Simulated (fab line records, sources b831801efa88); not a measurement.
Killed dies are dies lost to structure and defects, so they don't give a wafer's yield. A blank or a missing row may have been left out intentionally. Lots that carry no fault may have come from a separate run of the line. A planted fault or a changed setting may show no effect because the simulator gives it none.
fab line records	flow sky130
record lots=6	wafers=18	last-day=50
route steps=708 shown FIELD_ISO@16 PAD_OPEN@708
lots that met no fault: from a run of the same line without faults
start-h: start of the lot's first displayed wafer, in hours after the record's first day	wait-h: how many hours have passed since the lot's step before this one	" unchanged from the row above	L1.1+2: a single row standing in for several wafers	- no value, or no start was given	* or withheld: withheld	< > ~ a bound
route shown NAME@n: NAME is a module with steps in the file, n the number in the route of the first one	usual: average and standard deviation across the fault-free wafers	same: alike in all rows	chamber/n: place in a boat	sites: the reading at each site	_std_site: standard deviation across them	_edge_site: inner sites' mean taken away from outer sites' mean	radius-mm: for every site, how far away it sits from the centre of the wafer	mask NAME#n: copy n	behind: the most recent tool/chamber to have shaped the wafer	hold: why the lot was held/for how many hours/how that ended	device: which transistor (n, p or np) failed to switch	end of line: the route-end tests of the same wafers	for a step that has no rows: nothing shown but its recipe	killed: dies lost to structure and defects at the first sort, not the wafer's yield	map: per-die view of a wafer (x killed, . not killed, _ where there is no die)
set.NAME: the setting the step ran with; set.NAME@STEP: the setting that earlier step ran with	model.NAME: the simulator's own value behind a step, which no gauge read
lots at some steps of the route; a table a step, a row a wafer
services: when a tool's chamber went out of use (start-h, in hours from the record's first day, below 0 if earlier), for how many hours, and the reason
## steps
# step SKY_FIELD_ISO_ETCH_15
# recipe chemistry=CHF3/O2	target-depth-nm=180	stop-on=Si	source-w=600	bias-w=200	pressure-mtorr=40	chf3-flow-sccm=50	O2_flow_sccm=5	time-s=72
# usual drypump-motor-current-A=5.7/0.4	oes-product-au=0.943/0.0084	throttle-valve-pct=8.843/0.0084
lot.wafer	tool	chamber	start-h	wait-h	drypump-motor-current-A	oes-product-au	rf-hours-counter-h	throttle-valve-pct
L230.1	rie-diel-03	3	76.53	0.0	6.1	0.931	113	8.843
L230.3	"	1	"	"	6.0	0.939	98	8.848
L230.6	"	1	"	"	6.0	0.943	-	8.845
L231.2	rie-diel-01	3	80.43	0.0	5.6	0.951	17	8.843
L231.3	"	1	"	"	5.4	0.955	2	8.847
L231.4	"	0	"	"	5.2	0.954	150	8.853
L232.1	rie-diel-02	2	85.23	0.0	6.5	0.949	8	8.839
L232.4	"	1	"	"	5.2	0.955	-	8.862
L232.5	"	2	"	"	6.5	0.951	-	8.846
L240.1	rie-diel-03	3	127.93	0.0	6.2	0.934	114	8.838
L240.5	"	2	"	"	5.9	0.941	-	8.842
L240.6	"	3	"	"	6.2	0.942	-	8.849
L243.2	rie-diel-01	0	146.48	0.0	5.2	0.931	151	8.818
L243.3	"	1	"	"	5.4	0.937	3	8.837
L243.5	"	0	"	"	5.1	0.935	-	8.843
L244.3	rie-diel-02	1	149.43	0.0	5.2	0.946	83	8.853
L244.5	"	2	"	"	6.5	0.941	-	8.850
L244.6	"	3	"	"	5.8	0.953	-	8.850
# step SKY_FIELD_ISO_STRIP_16
# recipe chemistry=O2/N2	power-w=1400	pressure-mtorr=1500	platen-temp-c=withheld	o2-flow-sccm=3000	n2-flow-sccm=300	overash-fraction=0.5
# usual drypump-motor-current-A=5.8/0.67	oes-product-au=0.379/0.0046	strip-time-to-endpoint-s=3.56/0.035
lot.wafer	tool	chamber	start-h	wait-h	drypump-motor-current-A	oes-product-au	rf-hours-counter-h	strip-time-to-endpoint-s
L230.1	plasma-asher-01	0	76.59	0.0	4.7	0.374	40	3.55
L230.3	"	1	"	"	6.3	0.379	-	3.59
L230.6	"	0	"	"	4.7	0.378	-	3.59
L231.2	plasma-asher-01	0	80.49	0.0	4.7	0.383	40	3.57
L231.3	"	1	"	"	6.3	0.383	-	3.52
L231.4	"	0	"	"	4.7	0.374	-	3.53
L232.1	plasma-asher-01	0	85.29	0.0	4.7	0.381	40	3.55
L232.4	"	1	"	"	6.3	0.381	-	3.56
L232.5	"	1	"	"	6.3	0.378	-	3.54
L240.1	plasma-asher-02	0	127.99	0.0	5.7	0.374	46	3.61
L240.5	"	1	"	"	5.7	0.382	-	3.62
L240.6	"	0	"	"	5.7	0.378	-	3.55
L243.2	plasma-asher-04	1	146.54	0.0	6.7	0.374	33	3.56
L243.3	"	0	"	"	6.6	0.372	-	3.53
L243.5	"	0	"	"	6.6	0.380	-	3.56
L244.3	plasma-asher-01	1	149.52	0.1	6.3	0.381	-	3.61
L244.5	"	0	"	"	4.7	0.380	-	3.60
L244.6	"	1	"	"	6.3	0.382	-	3.62
# step SKY_FIELD_ISO_ETCH_17
# recipe target-depth-a=3420	mask-material=Si3N4	chemistry=HBr/Cl2/O2	target=Si	taper-deg=5	icp-w=600	bias-w=150	pressure-mtorr=15	HBr_flow_sccm=150	Cl2_flow_sccm=40	O2_flow_sccm=6	time-s=97.7
# usual drypump-motor-current-A=5.70/0.25	oes-product-au=1.003/0.0093	throttle-valve-pct=25.654/0.011
lot.wafer	tool	chamber	start-h	wait-h	drypump-motor-current-A	oes-product-au	rf-hours-counter-h	throttle-valve-pct
L230.1	rie-si-01	3	76.69	0.1	5.96	0.994	3	25.677
L230.3	"	2	"	"	5.89	1.014	9	25.664
L230.6	"	3	"	"	5.97	0.997	-	25.638
L231.2	rie-si-02	2	80.59	0.1	5.59	1.002	15	25.673
L231.3	"	3	"	"	5.93	1.003	56	25.652
L231.4	"	1	"	"	5.38	1.008	3	25.658
L232.1	rie-si-01	1	85.39	0.1	5.55	0.991	112	25.673
L232.4	"	1	"	"	5.57	0.987	-	25.660
L232.5	"	3	"	"	5.90	0.996	-	25.673
L240.1	rie-si-02	2	128.09	0.1	5.60	1.012	15	25.660
L240.5	"	3	"	"	5.95	1.003	-	25.655
L240.6	"	1	"	"	5.40	1.018	-	25.649
L243.2	rie-si-01	0	146.64	0.1	5.97	0.996	0	25.656
L243.3	"	1	"	"	5.60	0.993	113	25.670
L243.5	"	3	"	"	5.92	1.010	-	25.636
L244.3	rie-si-02	2	149.59	0.0	5.60	1.007	15	25.653
L244.5	"	3	"	"	5.94	0.992	-	25.649
L244.6	"	2	"	"	5.62	1.014	-	25.646
# step SKY_FIELD_ISO_WET_ETCH_18
# recipe chemistry=H3PO4	target-depth-nm=25	temp-c=160	target=Si3N4	time-s=286
# step SKY_FIELD_ISO_CLEAN_19
# recipe chemistry=SC1/SC2	mix=1:4:20	temp-c=70	time-s=150
# step SKY_FIELD_ISO_CLEAN_20
# recipe chemistry=dHF	time-s=20	dilution=100:1
# step SKY_FIELD_ISO_WET_ETCH_21
# recipe chemistry=dHF	dilution=100:1	target-depth-nm=20	dry=ipa-marangoni	target=SiO2	temp-c=25	time-s=400
# step SKY_FIELD_ISO_OXIDATION_22
# recipe temp-c=950	ambient=O2	stabilise-s=600	purge-s=300	target-thk-a=100	ox-time-s=623
# step SKY_FIELD_ISO_THK_MEAS_23
# recipe reads=SiO2_of_FIELD_ISO_OXIDATION_22
# usual FIELD_ISO_OXIDATION_01_THK=9.92/0.22
lot.wafer	tool	chamber	start-h	wait-h	FIELD_ISO_OXIDATION_01_THK[nm]
L230.1	film-metro-04	-	79.52	0.0	10.07
L230.3	"	-	"	"	9.84
L230.6	"	-	"	"	9.98
L231.2	film-metro-02	-	82.40	0.0	9.83
L231.3	"	-	"	"	9.66
L231.4	"	-	"	"	9.78
L232.1	film-metro-04	-	87.68	0.0	9.69
L232.4	"	-	"	"	9.64
L232.5	"	-	"	"	9.64
L240.1	film-metro-02	-	129.61	0.0	10.19
L240.5	"	-	"	"	10.14
L240.6	"	-	"	"	10.29
L243.2	film-metro-03	-	148.26	0.0	10.27
L243.3	"	-	"	"	10.09
L243.5	"	-	"	"	10.12
L244.3	film-metro-02	-	151.15	0.0	10.20
L244.5	"	-	"	"	10.37
L244.6	"	-	"	"	10.30
# step SKY_FIELD_ISO_CVD_24
# recipe material=SiO2	target-thk-nm=595	temp-c=650	sigma-open-frac=0.3	time-s=99.2	sih4-flow-sccm=60	pressure-mtorr=6
# step SKY_FIELD_ISO_THK_MEAS_25
# recipe reads=SiO2_of_FIELD_ISO_CVD_24
# usual FIELD_ISO_CVD_24_THK=592/7.5
lot.wafer	tool	chamber	start-h	wait-h	FIELD_ISO_CVD_24_THK[nm]
L230.1	film-metro-03	-	79.65	0.0	604
L230.3	"	-	"	"	583
L230.6	"	-	"	"	581
L231.2	film-metro-03	-	82.53	0.0	609
L231.3	"	-	"	"	597
L231.4	"	-	"	"	595
L232.1	film-metro-04	-	87.81	0.0	591
L232.4	"	-	"	"	601
L232.5	"	-	"	"	595
L240.1	film-metro-03	-	129.74	0.0	593
L240.5	"	-	"	"	590
L240.6	"	-	"	"	585
L243.2	film-metro-04	-	148.39	0.0	586
L243.3	"	-	"	"	588
L243.5	"	-	"	"	590
L244.3	film-metro-04	-	151.28	0.1	587
L244.5	"	-	"	"	585
L244.6	"	-	"	"	583
# step SKY_FIELD_ISO_ANNEAL_26
# recipe temp-c=1000	time-s=1800	ambient=N2
# step SKY_FIELD_ISO_CMP_27
# recipe stop-on=Si3N4	t-overpolish-s=16	down-force-psi=4	platen-rpm=60	target-thk-nm=457.8	pad-velocity-m-s=0.94248
# usual motor-current-A=12.5/1.4	overpolish-run-s=16.000/0.0095	slurry-filter-dp-kPa=13.50/0.12	time-to-endpoint-s=113/3.6
lot.wafer	tool	chamber	start-h	wait-h	motor-current-A	overpolish-run-s	slurry-filter-dp-kPa	time-to-endpoint-s
L230.3	cmp-01	3	81.26	0.1	15.1	16.002	13.67	114
L230.1	"	1	"	"	10.9	16.002	13.61	118
L230.6	"	2	"	"	13.5	16.007	13.62	116
L231.3	cmp-02	3	84.13	0.1	11.9	16.011	13.32	118
L231.2	"	0	"	"	14.1	15.994	13.28	69
L231.4	"	1	"	"	12.2	15.993	13.54	113
L232.4	cmp-02	3	89.71	0.1	10.7	15.981	13.40	114
L232.1	"	0	"	"	15.1	15.986	13.49	63
L232.5	"	2	"	"	12.3	16.019	13.52	115
L240.1	cmp-01	2	131.45	0.1	13.2	16.014	13.31	111
L240.6	"	1	"	"	11.3	15.995	13.70	108
L240.5	"	2	"	"	12.2	16.000	13.72	112
L243.3	cmp-01	2	151.10	0.0	12.6	16.005	13.51	111
L243.2	"	1	"	"	11.2	16.011	13.60	117
L243.5	"	2	"	"	13.2	16.000	13.33	112
L244.3	cmp-01	1	153.98	0.0	11.1	16.001	13.66	113
L244.5	"	1	"	"	10.9	16.002	13.57	114
L244.6	"	2	"	"	12.8	15.995	13.44	114
# step SKY_FIELD_ISO_WET_ETCH_28
# recipe chemistry=dHF	target-depth-nm=23.7	target=SiO2	dilution=10:1	temp-c=25	time-s=47
# step SKY_PAD_OPEN_PROBE_99
# usual killed_at_M0_to_M3=43/6.7	killed_at_M4_up=3.2/1.9	killed-at-contacts=24/5.9	killed-at-front-end=15/4.1	killed-at-other=0.3/0.56	killed-dies=86/9.5	killed-open=47/7.4	killed-short=39/5.5
# same gross-dies=492	killed-at-back-side=0
lot.wafer	tool	chamber	start-h	wait-h	killed_at_M0_to_M3	killed_at_M4_up	killed-at-contacts	killed-at-front-end	killed-at-other	killed-dies	killed-open	killed-short
L231.2	prober-02	-	1131.56	0.1	51	4	26	19	0	100	54	46
L231.3	prober-02	-	1131.61	0.2	51	1	23	9	0	84	46	38
L231.4	prober-02	-	1131.66	0.2	48	2	26	10	0	86	42	44
L230.1	prober-01	-	1131.63	0.1	48	4	12	11	0	75	40	35
L230.3	prober-01	-	1131.73	0.2	47	7	22	19	1	96	51	44
L230.6	prober-01	-	1131.88	0.2	32	4	22	18	0	76	42	33
L232.1	prober-02	-	1136.65	0.1	32	0	30	26	0	88	54	34
L232.4	prober-02	-	1136.80	0.2	31	6	30	16	0	83	45	38
L232.5	prober-02	-	1136.85	0.2	32	1	24	16	0	73	37	36
L240.1	prober-02	-	1179.83	0.1	41	5	21	21	0	88	53	35
L240.5	prober-02	-	1180.03	0.2	47	3	22	13	1	86	43	43
L240.6	prober-02	-	1180.08	0.2	49	2	20	13	1	85	45	40
L243.2	prober-01	-	1198.84	0.1	43	4	23	17	0	87	53	34
L243.3	prober-01	-	1198.89	0.2	58	1	20	15	1	95	64	31
L243.5	prober-01	-	1198.99	0.2	35	4	27	19	0	85	55	30
L244.3	prober-02	-	1202.42	0.2	40	1	21	17	1	80	44	36
L244.5	prober-02	-	1202.52	0.2	47	1	20	12	0	80	36	44
L244.6	prober-02	-	1202.57	0.2	47	3	23	14	0	87	53	34
# killed by level:class
L231.2 VIA3:geometric-particle:open=12 CONTACT:geometric-particle:open=11 METAL2:geometric-particle:short=8 METAL1:geometric-particle:short=7 FIELD_ISO:geometric-particle:short=7 VIA2:geometric-particle:open=7 VIA1:geometric-particle:open=6 FIELD_ISO:geometric-particle:open=5
L231.3 VIA1:geometric-particle:open=11 VIA2:geometric-particle:open=8 CONTACT:geometric-particle:open=7 VIA3:geometric-particle:open=7 METAL2:geometric-particle:short=6 LOCAL_INTERCONNECT:geometric-particle:short=5 CONTACT:geometric-particle:short=4 METAL1:geometric-particle:short=4
L230.1 VIA1:geometric-particle:open=10 METAL1:geometric-particle:short=8 VIA2:geometric-particle:open=7 METAL2:geometric-particle:short=5 VIA3:geometric-particle:open=5 POLY_GATE:geometric-particle:open=4 LI_CONTACT:geometric-particle:open=4 CONTACT:geometric-particle:open=4
L231.4 VIA3:geometric-particle:open=10 VIA1:geometric-particle:open=10 CONTACT:geometric-particle:short=7 CONTACT:geometric-particle:open=7 VIA3:geometric-particle:short=6 LI_CONTACT:geometric-particle:open=5 VIA2:geometric-particle:short=5 METAL2:geometric-particle:short=5
L230.3 VIA2:geometric-particle:open=11 CONTACT:geometric-particle:open=8 FIELD_ISO:geometric-particle:open=7 VIA1:geometric-particle:open=7 METAL1:geometric-particle:short=6 VIA3:geometric-particle:open=6 METAL4:geometric-particle:short=6 LOCAL_INTERCONNECT:geometric-particle:short=5
L230.6 VIA1:geometric-particle:open=9 CONTACT:geometric-particle:open=8 FIELD_ISO:geometric-particle:open=7 LI_CONTACT:geometric-particle:open=5 CONTACT:geometric-particle:short=5 VIA1:geometric-particle:short=4 VIA2:geometric-particle:open=4 METAL3:geometric-particle:short=4
L232.1 CONTACT:geometric-particle:open=15 FIELD_ISO:geometric-particle:short=10 FIELD_ISO:geometric-particle:open=9 VIA1:geometric-particle:open=6 LI_CONTACT:geometric-particle:open=6 METAL1:geometric-particle:short=5 VIA3:geometric-particle:open=5 POLY_GATE:geometric-particle:open=4
L232.4 CONTACT:geometric-particle:open=13 METAL1:geometric-particle:short=10 FIELD_ISO:geometric-particle:open=7 VIA3:geometric-particle:open=6 FIELD_ISO:geometric-particle:short=5 LI_CONTACT:geometric-particle:open=5 LOCAL_INTERCONNECT:geometric-particle:short=5 VIA2:geometric-particle:open=4
L232.5 CONTACT:geometric-particle:open=10 VIA3:geometric-particle:open=8 FIELD_ISO:geometric-particle:short=5 FIELD_ISO:geometric-particle:open=4 LI_CONTACT:geometric-particle:short=4 VIA1:geometric-particle:short=4 VIA2:geometric-particle:short=4 VIA3:geometric-particle:short=4
L240.1 VIA1:geometric-particle:open=11 VIA3:geometric-particle:open=10 CONTACT:geometric-particle:open=7 LI_CONTACT:geometric-particle:open=7 METAL2:geometric-particle:short=7 SPACER:geometric-particle:open=5 CONTACT:geometric-particle:short=5 FIELD_ISO:geometric-particle:short=4
L240.5 VIA1:geometric-particle:open=10 METAL1:geometric-particle:short=8 CONTACT:geometric-particle:open=8 LI_CONTACT:geometric-particle:open=6 FIELD_ISO:geometric-particle:open=4 METAL2:geometric-particle:short=4 METAL1:geometric-particle:open=4 VIA1:geometric-particle:short=4
L240.6 VIA1:geometric-particle:open=14 LI_CONTACT:geometric-particle:open=8 VIA1:geometric-particle:short=6 METAL3:geometric-particle:short=5 LOCAL_INTERCONNECT:geometric-particle:short=5 CONTACT:geometric-particle:open=5 METAL2:geometric-particle:short=5 VIA3:geometric-particle:open=5
L243.2 VIA3:geometric-particle:open=10 CONTACT:geometric-particle:open=8 VIA1:geometric-particle:open=8 VIA2:geometric-particle:open=6 POLY_GATE:geometric-particle:open=5 LI_CONTACT:geometric-particle:open=5 FIELD_ISO:geometric-particle:open=4 FIELD_ISO:geometric-particle:short=4
L243.3 VIA1:geometric-particle:open=13 VIA2:geometric-particle:open=12 VIA3:geometric-particle:open=11 CONTACT:geometric-particle:open=10 METAL2:geometric-particle:short=6 SPACER:geometric-particle:short=4 FIELD_ISO:geometric-particle:open=3 FIELD_ISO:geometric-particle:short=3
L243.5 CONTACT:geometric-particle:open=12 VIA1:geometric-particle:open=10 FIELD_ISO:geometric-particle:open=9 LI_CONTACT:geometric-particle:open=8 VIA3:geometric-particle:open=5 CONTACT:geometric-particle:short=4 VIA1:geometric-particle:short=4 VIA2:geometric-particle:open=4
L244.3 CONTACT:geometric-particle:open=9 VIA2:geometric-particle:open=7 VIA1:geometric-particle:open=6 VIA1:geometric-particle:short=6 VIA3:geometric-particle:open=6 METAL2:geometric-particle:short=6 FIELD_ISO:geometric-particle:short=5 LI_CONTACT:geometric-particle:open=4
L244.5 VIA2:geometric-particle:open=10 METAL2:geometric-particle:short=9 VIA3:geometric-particle:open=9 CONTACT:geometric-particle:open=8 METAL1:geometric-particle:short=7 LOCAL_INTERCONNECT:geometric-particle:short=4 VIA1:geometric-particle:short=4 METAL3:geometric-particle:short=4
L244.6 VIA1:geometric-particle:open=13 CONTACT:geometric-particle:open=12 POLY_GATE:geometric-particle:open=7 LI_CONTACT:geometric-particle:open=7 VIA3:geometric-particle:open=5 METAL1:geometric-particle:short=5 VIA2:geometric-particle:open=5 VIA1:geometric-particle:short=4
## services
tool	chamber	start-h	hours	kind
rie-diel-02	0	58.04	5.6	repair
rie-si-02	-	59.10	0.3	repair
cmp-01	-	64.00	4.0	pm
cmp-01	-	68.00	-	consumable-replace:conditioner
cmp-01	-	68.00	-	consumable-replace:pad
rie-diel-03	2	76.37	6.8	repair
rie-diel-02	3	79.11	22.3	repair
rie-si-01	0	81.29	-	clean
cmp-01	-	100.82	26.4	pm
plasma-asher-01	-	108.75	9.0	pm
plasma-asher-01	0	108.75	9.0	vent-cycle
plasma-asher-01	1	108.75	9.0	vent-cycle
rie-si-02	1	113.19	0.9	repair
plasma-asher-01	0	117.75	-	clean
plasma-asher-01	1	117.75	-	clean
rie-diel-01	1	121.45	4.9	repair
rie-diel-03	-	125.36	1.1	repair
cmp-02	-	127.18	5.1	pm
rie-diel-03	-	128.59	41.6	repair
rie-si-02	3	135.10	7.5	repair
cmp-01	-	136.14	1.6	repair
rie-diel-01	0	138.67	4.6	repair
cmp-01	-	142.71	1.5	repair
cmp-01	-	152.12	0.4	repair
## key
first-sign step=SKY_FIELD_ISO_CMP_27	reading=time-to-endpoint-s	direction=down	sigmas=13	usual=*	struck=*
effect none on later readings
met-at SKY_FIELD_ISO_CMP_27
struck-wafers L231.2,L232.1
tester-left-out L231,L232
fault kind=process-parameter-drift	tool=cmp-02	chamber=0	onset-h=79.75	steps=SKY_FIELD_ISO_CMP_27	channel=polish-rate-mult	offset=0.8	shape=step	end-h=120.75
# tester-left-out: of these lots the tester's yield and bins aren't shown, on N5 and GAA mostly nor the transistor test; their killed dies are dies lost to structure and defects alone, not to doping, threshold or leakage, so they don't give the yield
